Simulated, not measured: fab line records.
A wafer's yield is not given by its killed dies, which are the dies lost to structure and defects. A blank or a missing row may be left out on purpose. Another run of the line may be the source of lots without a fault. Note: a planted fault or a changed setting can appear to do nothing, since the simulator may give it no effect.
fab line records	flow sky130
record: lots: 12	wafers: 36	last_day: 50
route steps=708 shown CAP2M@607 METAL4@632 METAL5@671 PAD_OPEN@708
lots that met no fault: taken from a fault-free run of the same line
start_h: hours from the record's first day to the start of the lot's first wafer shown	wait_h: hours since the lot's step before	" same as the row above	L1.1+2: several wafers, shown together as one row	- value missing, or start not given	* or withheld: withheld	< > ~ a bound
route shown NAME@n: names a module that has steps shown in the file, with the first one's number in the route	usual: mean/standard deviation of fault-free wafers	same: alike in all rows	chamber/n: place in a boat	sites: readings site by site	_std_site: their standard deviation	_edge_site: outer sites' mean less inner sites'	radius_mm: how far each site lies from the wafer's centre	mask NAME#n: copy n	behind: the tool/chamber that last shaped the wafer	hold: the reason the lot was held/the length of the hold in hours/how it ended	device: transistor that didn't switch, given as n, p or np	end of line: the route-end tests of the same wafers	a step with no rows: only its recipe	killed: not the wafer's yield, but the dies lost to structure and defects at the first sort	map: a wafer's dies, marking killed ones x, the rest . and places with no die _
set.NAME: setting as actually run; set.NAME@STEP: the setting as run at that earlier step	model.NAME: the simulator's own value behind a step, which no gauge read
route steps across a sampled set of lots; one table per step, one row per wafer
services: a tool's chamber out of use, with start hour (start_h, from the record's first day; less than 0 if before it), hours out, and reason
== steps ==
step: SKY_CAP2M_THK_MEAS_04
recipe: thk_meas_gauge: xrf	reads: TiN_of_CAP2M_SPUTTER_02
usual: CAP2M_TIN_THK: 199.5/2.5
lot.wafer	tool	chamber	start_h	wait_h	CAP2M_TIN_THK[nm]
L100.1	film_metro-02	-	934.73	0.1	198.7
L100.3	"	-	"	"	198.6
L100.4	"	-	"	"	199.1
L103.1	film_metro-02	-	955.26	0.1	198.2
L103.3	"	-	"	"	199.2
L103.5	"	-	"	"	199.8
L104.4	film_metro-04	-	960.87	0.1	197.0
L104.5	"	-	"	"	195.4
L104.6	"	-	"	"	197.8
L109.3	film_metro-02	-	994.36	0.1	194.5
L109.5	"	-	"	"	194.8
L109.6	"	-	"	"	194.9
L111.1	film_metro-03	-	998.71	0.1	201.7
L111.4	"	-	"	"	202.9
L111.5	"	-	"	"	203.1
L110.1	film_metro-02	-	1002.77	0.1	200.0
L110.2	"	-	"	"	200.3
L110.6	"	-	"	"	200.0
L114.1	film_metro-03	-	1017.74	0.1	202.1
L114.2	"	-	"	"	202.4
L114.5	"	-	"	"	202.2
L115.1	film_metro-04	-	1028.81	0.1	197.4
L115.3	"	-	"	"	196.9
L115.6	"	-	"	"	196.9
L116.1	film_metro-02	-	1040.94	0.1	196.7
L116.3	"	-	"	"	195.9
L116.6	"	-	"	"	194.7
L119.2	film_metro-02	-	1055.97	0.1	200.0
L119.4	"	-	"	"	200.4
L119.5	"	-	"	"	200.7
L120.4	film_metro-04	-	1060.44	0.1	199.9
L120.5	"	-	"	"	199.1
L120.6	"	-	"	"	200.3
L122.1	film_metro-02	-	1077.38	0.1	198.4
L122.2	"	-	"	"	199.3
L122.4	"	-	"	"	200.6
step: SKY_CAP2M_OVL_MEAS_12
usual: CAP2M_OVL: 1.4/1.3
lot.wafer	tool	chamber	start_h	wait_h	CAP2M_OVL[nm]
L100.1	overlay-02	-	958.78	0.1	2.0
L100.3	"	-	"	"	1.4
L100.4	"	-	"	"	2.1
L103.1	overlay-02	-	978.92	0.1	0.0
L103.3	"	-	"	"	1.4
L103.5	"	-	"	"	0.4
L104.4	overlay-01	-	983.74	0.1	0.6
L104.5	"	-	"	"	0.4
L104.6	"	-	"	"	-0.9
L109.3	overlay-02	-	1017.46	0.1	-1.2
L109.5	"	-	"	"	-1.0
L109.6	"	-	"	"	0.6
L111.1	overlay-01	-	1020.95	0.1	1.3
L111.4	"	-	"	"	2.0
L111.5	"	-	"	"	2.7
L110.1	overlay-01	-	1025.43	0.1	1.8
L110.2	"	-	"	"	2.5
L110.6	"	-	"	"	3.2
L114.1	overlay-02	-	1039.93	0.1	1.4
L114.2	"	-	"	"	0.9
L114.5	"	-	"	"	2.0
L115.1	overlay-01	-	1050.17	0.1	1.9
L115.3	"	-	"	"	0.1
L115.6	"	-	"	"	2.0
L116.1	overlay-02	-	1061.37	0.1	3.5
L116.3	"	-	"	"	4.5
L116.6	"	-	"	"	3.6
L119.2	overlay-01	-	1077.14	0.1	2.7
L119.4	"	-	"	"	1.8
L119.5	"	-	"	"	0.0
L120.4	overlay-01	-	1081.74	0.1	1.6
L120.5	"	-	"	"	-1.4
L120.6	"	-	"	"	2.3
L122.1	overlay-02	-	1097.50	0.1	0.0
L122.2	"	-	"	"	0.5
L122.4	"	-	"	"	1.0
step: SKY_METAL4_ETCH_16
recipe: chemistry: N2/H2	target: BARC	ion_energy_ev: 200	bias_w: 100	pressure_mtorr: 30	n2_flow_sccm: 100	h2_flow_sccm: 200	icp_w: 500	stop_on: SiO2	time_s: 88.2	target_depth_a: 600
usual: drypump_motor_current_A: 5.4/0.35	oes_product_au: 0.626/0.0044	throttle_valve_pct: 13.204/0.0098
lot.wafer	tool	chamber	start_h	wait_h	drypump_motor_current_A	oes_product_au	rf_hours_counter_h	throttle_valve_pct
L100.1	rie_metal-03	1	983.07	0.0	5.7	0.625	12	13.204
L100.3	"	1	"	"	5.7	0.627	-	13.206
L100.4	"	0	"	"	5.6	0.622	-	13.193
L103.1	rie_metal-02	1	1002.59	0.0	5.5	0.627	3	13.201
L103.3	"	0	"	"	5.2	0.633	-	13.213
L103.5	"	0	"	"	5.1	0.623	-	13.197
L104.4	rie_metal-02	0	1007.87	0.0	5.1	0.630	-	13.200
L104.5	"	0	"	"	5.1	0.631	-	13.197
L104.6	"	1	"	"	5.5	0.624	-	13.220
L109.3	rie_metal-04	1	1041.30	0.0	5.7	0.624	-	13.188
L109.5	"	1	"	"	5.7	0.626	-	13.209
L109.6	"	0	"	"	4.9	0.622	-	13.213
L111.1	rie_metal-04	0	1044.62	0.0	4.9	0.624	8	13.198
L111.4	"	1	"	"	5.7	0.634	-	13.213
L111.5	"	1	"	"	5.7	0.624	-	13.195
L110.1	rie_metal-04	0	1051.89	0.0	4.8	0.614	8	13.210
L110.2	"	1	"	"	5.7	0.623	7	13.185
L110.6	"	1	"	"	5.7	0.631	-	13.209
L114.1	rie_metal-03	0	1061.84	0.0	5.6	0.620	16	13.201
L114.2	"	1	"	"	5.7	0.625	17	13.189
L114.5	"	1	"	"	5.8	0.621	-	13.201
L115.1	rie_metal-02	1	1072.07	0.0	5.5	0.621	7	13.207
L115.3	"	1	"	"	5.4	0.626	-	13.204
L115.6	"	0	"	"	5.1	0.624	-	13.195
L116.1	rie_metal-04	1	1083.76	0.0	5.7	0.632	10	13.200
L116.3	"	1	"	"	5.7	0.621	-	13.211
L116.6	"	1	"	"	5.7	0.630	-	13.218
L119.2	rie_metal-02	0	1098.94	0.0	5.1	0.632	23	13.212
L119.4	"	1	"	"	5.4	0.624	-	13.205
L119.5	"	1	"	"	5.4	0.629	-	13.203
L120.4	rie_metal-03	0	1103.67	0.0	5.6	0.631	-	13.205
L120.5	"	1	"	"	5.8	0.625	-	13.209
L120.6	"	0	"	"	5.6	0.622	-	13.202
L122.1	rie_metal-04	1	1118.09	0.0	5.7	0.624	12	13.212
L122.2	"	0	"	"	4.9	0.623	13	13.195
L122.4	"	0	"	"	4.8	0.625	-	13.204
step: SKY_METAL5_SOFTBAKE_10
recipe: temp_c: 90	time_s: 60	resist: NOVOLAK
usual: chill_plate_temp_C: 22.98/0.11	heater_power_total_W: 56.59/0.043	run_length_s: 89.16/0.17
lot.wafer	tool	chamber	start_h	wait_h	chill_plate_temp_C	heater_power_total_W	run_length_s
L100.1	litho_track-02	0	1020.50	0.1	22.81	56.54	89.10
L100.3	"	0	"	"	23.17	56.55	89.36
L100.4	"	0	"	"	22.93	56.60	89.28
L103.1	litho_track-04	0	1038.20	0.1	22.92	56.63	89.16
L103.3	"	0	"	"	22.94	56.53	89.06
L103.5	"	0	"	"	22.89	56.60	89.08
L104.4	litho_track-02	0	1044.17	0.1	23.15	56.59	89.00
L104.5	"	0	"	"	22.95	56.58	89.02
L104.6	"	0	"	"	22.92	56.60	89.24
L109.3	litho_track-02	0	1076.35	0.1	23.17	56.57	89.42
L109.5	"	0	"	"	22.93	56.67	89.33
L109.6	"	0	"	"	23.19	56.63	89.15
L111.1	litho_track-04	0	1080.45	0.1	22.74	56.59	89.04
L111.4	"	0	"	"	22.94	56.55	88.97
L111.5	"	0	"	"	23.01	56.55	89.09
L110.1	litho_track-02	0	1085.20	0.1	22.87	56.67	89.22
L110.2	"	0	"	"	23.22	56.62	89.14
L110.6	"	0	"	"	22.90	56.64	89.09
L114.1	litho_track-02	0	1098.30	0.1	23.03	56.52	89.24
L114.2	"	0	"	"	22.94	56.56	89.18
L114.5	"	0	"	"	23.06	56.55	89.13
L115.1	litho_track-02	0	1105.50	0.1	23.08	61.59	75.31
L115.3	"	0	"	"	23.20	61.62	75.22
L115.6	"	0	"	"	22.99	61.55	75.26
L116.1	litho_track-03	0	1118.12	0.1	23.01	56.55	89.40
L116.3	"	0	"	"	23.00	56.65	89.56
L116.6	"	0	"	"	23.15	56.58	89.55
L119.2	litho_track-04	0	1131.57	0.1	22.99	56.58	88.98
L119.4	"	0	"	"	23.08	56.54	89.10
L119.5	"	0	"	"	22.92	56.61	89.12
L120.4	litho_track-02	0	1135.27	0.1	22.83	61.65	75.15
L120.5	"	0	"	"	22.82	61.57	75.34
L120.6	"	0	"	"	22.92	61.54	75.18
L122.1	litho_track-04	0	1149.55	0.1	23.27	56.63	89.19
L122.2	"	0	"	"	22.94	56.63	88.97
L122.4	"	0	"	"	23.02	56.64	89.19
step: SKY_PAD_OPEN_PROBE_99
usual: defect_limited_yield: 82.0/2.1	killed_at_M0_to_M3: 45/7	killed_at_M4_up: 3.4/1.8	killed_at_contacts: 24/5.4	killed_at_front_end: 16/4.8	killed_at_other: 0.4/0.62	killed_dies: 89/10	killed_on_rim: 17/3.5	killed_open: 48/7.2	killed_short: 40/6.3	sort_bin_3_pad_short: 0.9/0.39	sort_bin_5_function: 10.7/1.5	sort_bin_6_memory: 6.4/1.1	sort_n_pass: 403/10	sort_yield_pct: 82.0/2.1
same: gross_dies: 492	killed_at_back_side: 0	sort_bin_4_leakage[%]: 0	sort_bin_8_speed[%]: 0
lot.wafer	tool	chamber	start_h	wait_h	defect_limited_yield[%]	killed_at_M0_to_M3	killed_at_M4_up	killed_at_contacts	killed_at_front_end	killed_at_other	killed_dies	killed_on_rim	killed_open	killed_short	sort_bin_3_pad_short[%]	sort_bin_5_function[%]	sort_bin_6_memory[%]	sort_n_pass	sort_yield_pct[%]
L104.4	prober-02	-	1102.26	0.2	81.7	53	4	20	13	0	90	17	37	51	0.8	11.2	6.3	402	81.7
L104.5	prober-02	-	1102.31	0.2	80.7	57	5	16	17	0	95	18	58	36	0.8	13.4	5.1	397	80.7
L104.6	prober-02	-	1102.36	0.2	82.9	52	2	15	15	0	84	26	43	40	0.6	10.0	6.5	408	82.9
L110.1	prober-01	-	1137.13	0.1	81.3	50	3	23	16	0	92	16	57	35	0.6	11.4	6.7	400	81.3
L110.2	prober-01	-	1137.18	0.1	79.7	45	1	32	22	0	100	16	52	48	1.0	11.2	8.1	392	79.7
L110.6	prober-01	-	1137.38	0.2	83.5	38	4	20	19	0	81	14	42	39	0.6	10.2	5.7	411	83.5
L114.1	prober-02	-	1149.97	0.1	85.0	41	1	16	14	2	74	12	37	37	0.8	10.6	3.7	418	85.0
L114.2	prober-02	-	1150.02	0.1	83.1	41	2	27	13	0	83	21	45	38	1.0	10.0	5.9	409	83.1
L114.5	prober-02	-	1150.17	0.2	77.8	49	6	37	17	0	109	26	53	54	1.4	14.0	6.7	383	77.8
L115.1	prober-01	-	1155.92	0.1	80.3	45	2	31	19	0	97	17	63	34	0.6	13.2	5.9	395	80.3
L115.3	prober-01	-	1156.02	0.2	81.5	54	4	18	15	0	91	18	46	44	1.6	10.2	6.7	401	81.5
L115.6	prober-01	-	1156.17	0.2	80.9	46	1	38	9	0	94	12	56	38	1.4	10.8	6.9	398	80.9
L119.2	prober-02	-	1178.01	0.1	85.2	40	2	21	9	1	73	15	43	30	1.0	8.7	5.1	419	85.2
L119.4	prober-02	-	1178.11	0.2	81.1	39	3	25	26	0	93	13	47	46	0.8	11.4	6.7	399	81.1
L120.4	prober-02	-	1180.89	0.2	81.5	49	2	25	14	1	91	19	48	43	0.6	11.2	6.7	401	81.5
L120.5	prober-02	-	1180.94	0.2	80.9	49	5	26	14	0	94	16	44	50	1.2	11.2	6.7	398	80.9
L120.6	prober-02	-	1180.99	0.2	81.9	48	3	26	11	1	89	16	39	50	1.4	11.0	5.7	403	81.9
L122.1	prober-02	-	1193.86	0.1	86.4	32	4	12	19	0	67	10	36	31	0.2	7.9	5.5	425	86.4
L122.2	prober-02	-	1193.91	0.1	83.1	35	4	31	11	2	83	18	40	41	0.6	10.8	5.5	409	83.1
L122.4	prober-02	-	1194.01	0.2	83.1	40	6	20	15	2	83	16	45	37	0.6	10.2	6.1	409	83.1
killed by level:class
L104.4 VIA1:geometric_particle:short=13 VIA1:geometric_particle:open=9 CONTACT:geometric_particle:open=7 METAL3:geometric_particle:short=7 LI_CONTACT:geometric_particle:open=6 METAL1:geometric_particle:short=6 METAL2:geometric_particle:short=5 VIA3:geometric_particle:short=4
L104.5 VIA1:geometric_particle:open=13 VIA2:geometric_particle:open=9 CONTACT:geometric_particle:open=8 METAL1:geometric_particle:short=7 FIELD_ISO:geometric_particle:open=6 METAL2:geometric_particle:short=6 VIA3:geometric_particle:open=6 METAL4:geometric_particle:short=4
L104.6 VIA1:geometric_particle:open=17 METAL1:geometric_particle:short=9 VIA3:geometric_particle:open=7 POLY_GATE:geometric_particle:short=6 CONTACT:geometric_particle:open=6 FIELD_ISO:geometric_particle:short=5 METAL3:geometric_particle:short=4 POLY_GATE:geometric_particle:open=3
L110.1 VIA3:geometric_particle:open=15 VIA1:geometric_particle:open=10 VIA2:geometric_particle:open=9 LI_CONTACT:geometric_particle:open=7 CONTACT:geometric_particle:open=7 POLY_GATE:geometric_particle:short=5 CONTACT:geometric_particle:short=5 VIA1:geometric_particle:short=4
L110.2 CONTACT:geometric_particle:open=15 METAL1:geometric_particle:short=8 VIA2:geometric_particle:open=7 VIA1:geometric_particle:open=7 LOCAL_INTERCONNECT:geometric_particle:short=6 METAL2:geometric_particle:short=6 FIELD_ISO:geometric_particle:open=5 VIA3:geometric_particle:short=5
L110.6 VIA3:geometric_particle:open=10 VIA1:geometric_particle:open=8 CONTACT:geometric_particle:open=7 VIA3:geometric_particle:short=6 FIELD_ISO:geometric_particle:short=4 POLY_GATE:geometric_particle:open=4 POLY_CUT:geometric_particle:short=4 LI_CONTACT:geometric_particle:open=4
L114.1 METAL2:geometric_particle:short=8 METAL1:geometric_particle:short=7 VIA1:geometric_particle:open=7 LI_CONTACT:geometric_particle:open=6 FIELD_ISO:geometric_particle:open=5 CONTACT:geometric_particle:open=5 VIA1:geometric_particle:short=4 VIA3:geometric_particle:open=4
L114.2 VIA1:geometric_particle:open=13 CONTACT:geometric_particle:open=12 CONTACT:geometric_particle:short=6 VIA3:geometric_particle:open=6 VIA1:geometric_particle:short=5 FIELD_ISO:geometric_particle:short=4 POLY_GATE:geometric_particle:open=4 LI_CONTACT:geometric_particle:open=4
L114.5 CONTACT:geometric_particle:open=12 VIA1:geometric_particle:short=10 VIA1:geometric_particle:open=10 LI_CONTACT:geometric_particle:open=7 VIA3:geometric_particle:open=6 LOCAL_INTERCONNECT:geometric_particle:short=6 CONTACT:geometric_particle:short=6 METAL4:geometric_particle:short=6
L115.1 VIA1:geometric_particle:open=13 CONTACT:geometric_particle:open=11 LI_CONTACT:geometric_particle:open=9 VIA3:geometric_particle:open=8 FIELD_ISO:geometric_particle:short=7 VIA2:geometric_particle:open=7 FIELD_ISO:geometric_particle:open=5 VIA1:geometric_particle:short=5
L115.3 VIA1:geometric_particle:short=10 VIA1:geometric_particle:open=9 VIA2:geometric_particle:open=7 VIA3:geometric_particle:open=6 CONTACT:geometric_particle:open=6 METAL1:geometric_particle:short=6 LI_CONTACT:geometric_particle:open=5 METAL2:geometric_particle:short=5
L115.6 LI_CONTACT:geometric_particle:open=15 VIA1:geometric_particle:open=11 VIA3:geometric_particle:open=9 CONTACT:geometric_particle:open=7 LOCAL_INTERCONNECT:geometric_particle:short=7 VIA2:geometric_particle:open=5 METAL2:geometric_particle:short=5 LI_CONTACT:geometric_particle:short=4
L119.2 CONTACT:geometric_particle:open=11 VIA1:geometric_particle:open=8 VIA2:geometric_particle:open=7 METAL2:geometric_particle:short=6 VIA3:geometric_particle:open=5 LOCAL_INTERCONNECT:geometric_particle:short=4 METAL1:geometric_particle:short=4 VIA2:geometric_particle:short=4
L119.4 CONTACT:geometric_particle:open=10 FIELD_ISO:geometric_particle:short=9 VIA2:geometric_particle:open=8 POLY_GATE:geometric_particle:open=6 VIA1:geometric_particle:open=6 METAL1:geometric_particle:short=6 LI_CONTACT:geometric_particle:short=5 METAL2:geometric_particle:short=5
L120.4 FIELD_ISO:geometric_particle:open=8 METAL2:geometric_particle:short=8 VIA2:geometric_particle:open=8 LI_CONTACT:geometric_particle:open=7 LOCAL_INTERCONNECT:geometric_particle:short=6 VIA1:geometric_particle:open=6 VIA3:geometric_particle:open=6 CONTACT:geometric_particle:short=5
L120.5 METAL2:geometric_particle:short=9 VIA1:geometric_particle:open=8 LI_CONTACT:geometric_particle:open=7 CONTACT:geometric_particle:open=7 VIA2:geometric_particle:open=6 METAL3:geometric_particle:short=6 LOCAL_INTERCONNECT:geometric_particle:short=5 VIA1:geometric_particle:short=5
L120.6 CONTACT:geometric_particle:open=9 METAL2:geometric_particle:short=7 VIA1:geometric_particle:short=7 VIA1:geometric_particle:open=7 VIA2:geometric_particle:open=7 VIA3:geometric_particle:open=7 LI_CONTACT:geometric_particle:open=6 LOCAL_INTERCONNECT:geometric_particle:short=6
L122.1 VIA1:geometric_particle:open=9 VIA1:geometric_particle:short=5 FIELD_ISO:geometric_particle:open=4 POLY_GATE:geometric_particle:open=4 LOCAL_INTERCONNECT:geometric_particle:short=4 CONTACT:geometric_particle:open=4 METAL1:geometric_particle:open=4 METAL2:geometric_particle:short=4
L122.2 CONTACT:geometric_particle:open=8 LI_CONTACT:geometric_particle:open=7 VIA3:geometric_particle:open=7 LOCAL_INTERCONNECT:geometric_particle:short=6 CONTACT:geometric_particle:short=6 METAL2:geometric_particle:short=5 VIA2:geometric_particle:open=5 POLY_GATE:geometric_particle:open=4
L122.4 VIA3:geometric_particle:open=12 CONTACT:geometric_particle:open=8 VIA1:geometric_particle:open=7 POLY_GATE:geometric_particle:open=5 LI_CONTACT:geometric_particle:open=5 CONTACT:geometric_particle:short=4 METAL1:geometric_particle:short=4 VIA3:geometric_particle:short=4
== services ==
tool	chamber	start_h	hours	kind
litho_track-04	-	988.04	-	consumable_replace:filter
rie_metal-03	0	1016.32	1.0	repair
rie_metal-02	-	1082.85	0.2	repair
== key ==
first_sign: step: SKY_METAL5_SOFTBAKE_10	reading: heater_power_total_W	direction: up	sigmas: 99+	usual: *	struck: *
effect: step: SKY_METAL5_SOFTBAKE_10	reading: run_length_s	direction: down	sigmas: 84	usual: *	struck: *
met_at SKY_METAL5_SOFTBAKE_10
struck_lots L115,L120
not_acting_at SKY_CAP2M_THK_MEAS_04,SKY_CAP2M_OVL_MEAS_12,SKY_METAL4_ETCH_16
onset_between 1098.30 1105.50
fault: kind: process_parameter_drift	tool: litho_track-02	chamber: -	onset_h: 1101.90	steps: SKY_METAL5_SOFTBAKE_10	channel: time_s	offset: *	shape: step	end_h: 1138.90	acts_in: *	stated: *
